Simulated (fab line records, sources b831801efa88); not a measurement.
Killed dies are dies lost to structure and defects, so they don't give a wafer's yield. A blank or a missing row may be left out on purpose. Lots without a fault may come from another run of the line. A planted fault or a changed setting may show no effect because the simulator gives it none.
fab line records | flow sky130
record lots=10 wafers=30 last_day=50
route steps=708 shown CAP2M@615 METAL4@630 VIA4@657 PASSIVATION@683 PAD_OPEN@708
lots that met no fault: from a run of the same line without faults
start_h: hours from the record's first day to the start of the lot's first wafer shown | wait_h: hours since the lot's step before | " the same as in the row above | L1.1+2: a row that stands for several wafers | - no value, or no start given | * or withheld: withheld | < > ~ a bound
route shown NAME@n: a module of which the file shows steps, and the number in the route of the first | usual: mean/standard deviation of fault-free wafers | same: alike in all rows | chamber/n: place in a boat | sites: the reading at each site | _std_site: their standard deviation | _edge_site: outer sites' mean less inner sites' | radius_mm: how far each site lies from the wafer's centre | mask NAME#n: copy n | behind: the tool/chamber that last shaped the wafer | hold: why the lot was held/for how many hours/how that ended | device: the transistor (n, p or np) that didn't switch | end of line: the same wafers' tests at the end of the route | a step without rows: its recipe alone | killed: dies lost to structure and defects at the first sort, not the wafer's yield | map: a wafer's dies, x killed, . not, _ none there
set.NAME: the setting as run; set.NAME@STEP: as run at that earlier step | model.NAME: the simulator's own value behind a step, which no gauge read
steps of the route over a sample of lots; a table a step, a row a wafer
services: from which hour (start_h, from the record's first day; less than 0 if before it) a tool's chamber was out of use, for how many hours, and why
## steps
# step SKY_CAP2M_OVL_MEAS_12
# usual CAP2M_OVL=0.8/1.5
# columns lot.wafer tool chamber start_h wait_h CAP2M_OVL[nm]
L762.3 overlay-02 - 969.27 0.1 3.0
L762.5 " - " " 1.8
L762.6 " - " " 0.7
L764.3 overlay-02 - 987.66 0.1 1.5
L764.5 " - " " 0.8
L764.6 " - " " -0.3
L763.3 overlay-02 - 988.14 0.1 -0.1
L763.4 " - " " 4.5
L763.5 " - " " 1.8
L770.2 overlay-01 - 1031.44 0.1 1.1
L770.3 " - " " 1.6
L770.4 " - " " 2.2
L774.2 overlay-02 - 1052.07 0.1 1.7
L774.3 " - " " -1.5
L774.6 " - " " -1.2
L777.2 overlay-01 - 1069.77 0.1 0.4
L777.3 " - " " 1.8
L777.5 " - " " 0.8
L778.3 overlay-02 - 1081.27 0.1 -1.0
L778.5 " - " " -1.6
L778.6 " - " " -3.5
L779.2 overlay-01 - 1085.32 0.1 0.3
L779.5 " - " " 0.1
L779.6 " - " " 0.9
L780.2 overlay-02 - 1091.67 0.1 -0.4
L780.3 " - " " 1.0
L780.4 " - " " 2.8
L782.1 overlay-01 - 1095.11 0.1 0.3
L782.3 " - " " 1.2
L782.5 " - " " 0.6
# step SKY_METAL4_OVL_MEAS_14
# usual METAL4_OVL=-2/6
# columns lot.wafer tool chamber start_h wait_h METAL4_OVL[nm]
L762.3 overlay-01 - 993.81 0.1 2
L762.5 " - " " -3
L762.6 " - " " 0
L764.3 overlay-01 - 1011.99 0.1 -2
L764.5 " - " " 2
L764.6 " - " " -10
L763.3 overlay-01 - 1012.56 0.1 4
L763.4 " - " " 2
L763.5 " - " " -8
L770.2 overlay-01 - 1053.24 0.1 -5
L770.3 " - " " -6
L770.4 " - " " -7
L774.2 overlay-01 - 1074.09 0.1 -3
L774.3 " - " " 2
L774.6 " - " " 8
L777.2 overlay-02 - 1091.51 0.1 4
L777.3 " - " " -3
L777.5 " - " " -5
L778.3 overlay-01 - 1102.91 0.1 2
L778.5 " - " " -6
L778.6 " - " " -6
L779.2 overlay-02 - 1107.01 0.1 -3
L779.5 " - " " -6
L779.6 " - " " -4
L780.2 overlay-02 - 1112.64 0.1 8
L780.3 " - " " 5
L780.4 " - " " -3
L782.1 overlay-02 - 1116.47 0.1 6
L782.3 " - " " -1
L782.5 " - " " 9
# step SKY_VIA4_CVD_18
# recipe material=W target_thk_nm=505 time_s=152.14 temp_c=400 pressure_torr=40
# usual chamber_pressure_Torr=40.01/0.092 heater_power_w=759/79
# columns lot.wafer tool chamber start_h wait_h chamber_pressure_Torr heater_power_w
L762.3 cvd_w-01 0 1019.23 0.1 40.22 867
L762.5 " 1 " " 40.04 688
L762.6 " 0 " " 39.98 851
L764.3 cvd_w-02 0 1037.57 0.1 40.01 692
L764.5 " 1 " " 40.02 815
L764.6 " 0 " " 39.91 682
L763.3 cvd_w-01 1 1037.87 0.1 40.12 696
L763.4 " 0 " " 40.07 853
L763.5 " 1 " " 40.08 686
L770.2 cvd_w-01 0 1076.86 0.0 39.92 872
L770.3 " 0 " " 40.04 882
L770.4 " 1 " " 40.10 681
L774.2 cvd_w-01 0 1096.77 0.0 39.89 871
L774.3 " 1 " " 39.98 689
L774.6 " 1 " " 40.04 680
L777.2 cvd_w-02 1 1114.29 0.0 40.04 809
L777.3 " 1 " " 40.06 807
L777.5 " 0 " " 40.11 693
L778.3 cvd_w-02 0 1124.87 0.1 40.00 677
L778.5 " 0 " " 39.95 692
L778.6 " 0 " " 39.99 691
L779.2 cvd_w-02 0 1128.37 0.1 39.93 705
L779.5 " 0 " " 39.96 679
L779.6 " 0 " " 39.97 673
L780.2 cvd_w-02 0 1134.64 0.0 39.93 691
L780.3 " 0 " " 39.91 695
L780.4 " 1 " " 39.85 798
L782.1 cvd_w-02 0 1137.47 0.0 40.06 670
L782.3 " 1 " " 39.95 840
L782.5 " 0 " " 40.08 671
# step SKY_VIA4_RS_MEAS_19
# recipe thk_meas_gauge=four-point-probe reads=W_of_VIA4_CVD_18+TiN_of_VIA4_SPUTTER_17
# usual VIA4_W_RS=0.2274/0.0024
# columns lot.wafer tool chamber start_h wait_h VIA4_W_RS[ohm/sq]
L762.3 film_metro-02 - 1019.37 0.1 0.2264
L762.5 " - " " 0.2224
L762.6 " - " " 0.2263
L764.3 film_metro-01 - 1037.71 0.1 0.2278
L764.5 " - " " 0.2286
L764.6 " - " " 0.2297
L763.3 film_metro-03 - 1038.01 0.1 0.2263
L763.4 " - " " 0.2247
L763.5 " - " " 0.2252
L770.2 film_metro-02 - 1077.03 0.1 0.2245
L770.3 " - " " 0.4133
L770.4 " - " " 0.4041
L774.2 film_metro-01 - 1096.94 0.1 0.2244
L774.3 " - " " 0.4087
L774.6 " - " " 0.2257
L777.2 film_metro-02 - 1114.46 0.1 0.2286
L777.3 " - " " 0.2302
L777.5 " - " " 0.2303
L778.3 film_metro-03 - 1125.11 0.2 0.2267
L778.5 " - " " 0.2274
L778.6 " - " " 0.2274
L779.2 film_metro-01 - 1128.64 0.2 0.2311
L779.5 " - " " 0.2299
L779.6 " - " " 0.2323
L780.2 film_metro-03 - 1134.81 0.1 0.2280
L780.3 " - " " 0.2312
L780.4 " - " " 0.2281
L782.1 film_metro-01 - 1137.63 0.1 0.2303
L782.3 " - " " 0.2281
L782.5 " - " " 0.2303
# step SKY_VIA4_THK_MEAS_20
# recipe thk_meas_gauge=xrf reads=W_of_VIA4_CVD_18
# usual VIA4_W_THK=501/6
# columns lot.wafer tool chamber start_h wait_h VIA4_W_THK[nm]
L762.3 film_metro-02 - 1019.47 0.1 499
L762.5 " - " " 510
L762.6 " - " " 500
L764.3 film_metro-01 - 1037.81 0.1 508
L764.5 " - " " 501
L764.6 " - " " 499
L763.3 film_metro-03 - 1038.11 0.1 506
L763.4 " - " " 507
L763.5 " - " " 507
L770.2 film_metro-02 - 1077.14 0.1 508
L770.3 " - " " 277
L770.4 " - " " 283
L774.2 film_metro-01 - 1097.05 0.1 511
L774.3 " - " " 280
L774.6 " - " " 505
L777.2 film_metro-02 - 1114.57 0.1 495
L777.3 " - " " 494
L777.5 " - " " 493
L778.3 film_metro-03 - 1125.21 0.1 504
L778.5 " - " " 506
L778.6 " - " " 505
L779.2 film_metro-01 - 1128.75 0.1 489
L779.5 " - " " 492
L779.6 " - " " 486
L780.2 film_metro-03 - 1134.92 0.1 507
L780.3 " - " " 498
L780.4 " - " " 505
L782.1 film_metro-01 - 1137.75 0.1 491
L782.3 " - " " 498
L782.5 " - " " 489
# step SKY_VIA4_CMP_21
# recipe stop_on=SiO2 t_overpolish_s=25 down_force_psi=3.5 platen_rpm=60 target_thk_nm=0 pad_velocity_m_s=0.94248
# usual motor_current_A=11.5/1.3 time_to_endpoint_s=119/4
# columns lot.wafer tool chamber start_h wait_h motor_current_A time_to_endpoint_s
L762.3 cmp-01 3 1019.51 0.0 11.0 127
L762.5 " 3 " " 10.6 129
L762.6 " 0 " " 12.6 119
L764.3 cmp-01 2 1037.85 0.0 12.6 118
L764.5 " 2 " " 12.0 121
L764.6 " 3 " " 10.8 123
L763.4 cmp-02 1 1038.15 0.0 11.6 117
L763.3 " 2 " " 12.0 123
L763.5 " 1 " " 12.2 116
L770.2 cmp-02 2 1077.19 0.0 11.8 120
L770.4 " 3 " " 12.1 64
L770.3 " 0 " " 11.3 64
L774.2 cmp-01 2 1097.10 0.0 12.2 118
L774.3 " 3 " " 10.9 69
L774.6 " 2 " " 12.5 116
L777.3 cmp-01 3 1114.74 0.1 11.0 120
L777.2 " 0 " " 12.5 114
L777.5 " 0 " " 12.0 118
L778.3 cmp-02 2 1125.25 0.0 11.8 122
L778.5 " 2 " " 11.7 123
L778.6 " 3 " " 12.3 120
L779.2 cmp-01 2 1128.85 0.1 12.3 113
L779.5 " 1 " " 8.2 111
L779.6 " 2 " " 12.5 110
L780.2 cmp-01 1 1135.02 0.1 8.8 121
L780.3 " 2 " " 12.2 114
L780.4 " 3 " " 10.9 124
L782.3 cmp-01 1 1137.81 0.0 8.5 119
L782.1 " 0 " " 13.2 118
L782.5 " 2 " " 12.2 116
# step SKY_PASSIVATION_CVD_02
# recipe material=Si3N4 target_thk_nm=540 temp_c=400 time_s=withheld rf_w=450
# usual heater_power_w=722/120
# columns lot.wafer tool chamber start_h wait_h heater_power_w
L762.3 pecvd-03 2 1043.58 0.0 694
L762.5 " 1 " " 694
L762.6 " 2 " " 726
L764.3 pecvd-03 1 1061.28 0.0 682
L764.5 " 0 " " 603
L764.6 " 2 " " 686
L763.3 pecvd-01 2 1061.90 0.0 766
L763.4 " 2 " " 751
L763.5 " 1 " " 583
L770.2 pecvd-04 0 1099.04 0.0 752
L770.3 " 2 " " 884
L770.4 " 1 " " 597
L774.2 pecvd-04 1 1118.26 0.0 734
L774.3 " 0 " " 866
L774.6 " 0 " " 858
L777.2 pecvd-03 0 1135.73 0.0 625
L777.3 " 1 " " 705
L777.5 " 2 " " 723
L778.3 pecvd-01 1 1145.05 0.0 648
L778.5 " 2 " " 653
L778.6 " 1 " " 513
L779.2 pecvd-01 2 1148.73 0.0 808
L779.5 " 0 " " 907
L779.6 " 1 " " 628
L780.2 pecvd-04 0 1154.52 0.0 824
L780.3 " 2 " " 864
L780.4 " 0 " " 849
L782.1 pecvd-04 0 1158.11 0.1 729
L782.3 " 1 " " 664
L782.5 " 2 " " 893
# step SKY_PAD_OPEN_PROBE_99
# usual defect_limited_yield=82.8/2.1 killed_at_M0_to_M3=43/7.7 killed_at_M4_up=3.1/1.7 killed_at_contacts=23/4.8 killed_at_front_end=15/4.5 killed_at_other=0.3/0.58 killed_dies=85/10 killed_open=46/7.5 killed_short=38/6.5 sort_bin_3_pad_short=0.8/0.38 sort_bin_5_function=10.3/1.7 sort_bin_6_memory=6.1/1.1 sort_n_pass=407/10 sort_yield_pct=82.8/2.1
# same gross_dies=492 killed_at_back_side=0 sort_bin_4_leakage[%]=0 sort_bin_8_speed[%]=0
# columns lot.wafer tool chamber start_h wait_h defect_limited_yield[%] killed_at_M0_to_M3 killed_at_M4_up killed_at_contacts killed_at_front_end killed_at_other killed_dies killed_open killed_short sort_bin_3_pad_short[%] sort_bin_5_function[%] sort_bin_6_memory[%] sort_n_pass sort_yield_pct[%]
L770.2 prober-01 - 1140.53 0.1 83.7 38 1 27 14 0 80 42 38 0.6 9.8 5.9 412 83.7
L770.3 prober-01 - 1140.58 0.2 87.4 28 3 18 13 0 62 31 31 0.6 7.9 4.1 430 87.4
L770.4 prober-01 - 1140.63 0.2 82.3 41 5 28 13 0 87 41 46 1.6 11.6 4.5 405 82.3
# killed by level:class
L770.2 CONTACT:geometric_particle:open=11 LI_CONTACT:geometric_particle:open=9 METAL1:geometric_particle:short=6 POLY_GATE:geometric_particle:open=5 VIA1:geometric_particle:open=5 VIA2:geometric_particle:open=5 POLY_GATE:geometric_particle:short=4 VIA1:geometric_particle:short=4
L770.3 VIA1:geometric_particle:open=7 CONTACT:geometric_particle:open=6 CONTACT:geometric_particle:short=6 POLY_GATE:geometric_particle:open=5 VIA3:geometric_particle:open=5 POLY_GATE:geometric_particle:short=4 METAL2:geometric_particle:short=4 LI_CONTACT:geometric_particle:short=3
L770.4 CONTACT:geometric_particle:open=9 VIA2:geometric_particle:short=7 LI_CONTACT:geometric_particle:open=7 VIA3:geometric_particle:open=7 LOCAL_INTERCONNECT:geometric_particle:short=6 VIA1:geometric_particle:short=6 VIA1:geometric_particle:open=6 FIELD_ISO:geometric_particle:open=4
## services
# columns tool chamber start_h hours kind
cvd_w-02 - 997.82 4.3 pm
pecvd-03 1 1006.61 2.5 repair
pecvd-03 1 1009.10 - clean
pecvd-03 1 1009.10 - consumable_replace:showerhead
pecvd-03 1 1009.10 29.0 scheduled_down
pecvd-03 1 1009.10 29.0 vent_cycle
pecvd-01 2 1009.21 13.3 repair
cmp-01 - 1012.44 4.8 pm
cmp-02 - 1025.75 2.5 repair
cmp-02 - 1063.35 1.0 repair
pecvd-03 0 1070.45 2.1 scheduled_down
pecvd-03 - 1082.49 5.5 pm
cmp-01 - 1084.26 4.0 pm
cmp-01 - 1088.26 - consumable_replace:conditioner
cmp-01 - 1088.26 - consumable_replace:pad
pecvd-04 1 1093.57 2.1 scheduled_down
pecvd-04 - 1099.34 2.8 pm
cvd_w-01 - 1109.06 2.1 repair
cmp-01 - 1119.95 0.5 repair
cvd_w-02 1 1120.68 7.9 repair
pecvd-04 0 1130.44 5.5 scheduled_down
cmp-02 - 1148.55 1.1 repair
## key
first_sign step=SKY_VIA4_RS_MEAS_19 reading=VIA4_W_RS direction=up sigmas=75 usual=0.2274 struck=0.4087
effect step=SKY_VIA4_THK_MEAS_20 reading=VIA4_W_THK direction=down sigmas=37 usual=501 struck=280
effect step=SKY_VIA4_CMP_21 reading=time_to_endpoint_s direction=down sigmas=13 usual=* struck=*
met_at SKY_VIA4_CVD_18
struck_lots L770,L774
struck_wafers L770.3,L770.4,L774.3
not_acting_at SKY_CAP2M_OVL_MEAS_12,SKY_METAL4_OVL_MEAS_14,SKY_PASSIVATION_CVD_02
onset_between 1037.87 1076.86
fault kind=process_parameter_drift tool=cvd_w-01 chamber=- onset_h=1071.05 steps=SKY_VIA4_CVD_18 channel=target_thk_nm offset=-227.08 shape=step end_h=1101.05 scope=struck_wafers_only acts_in=these_recipes_only stated=505
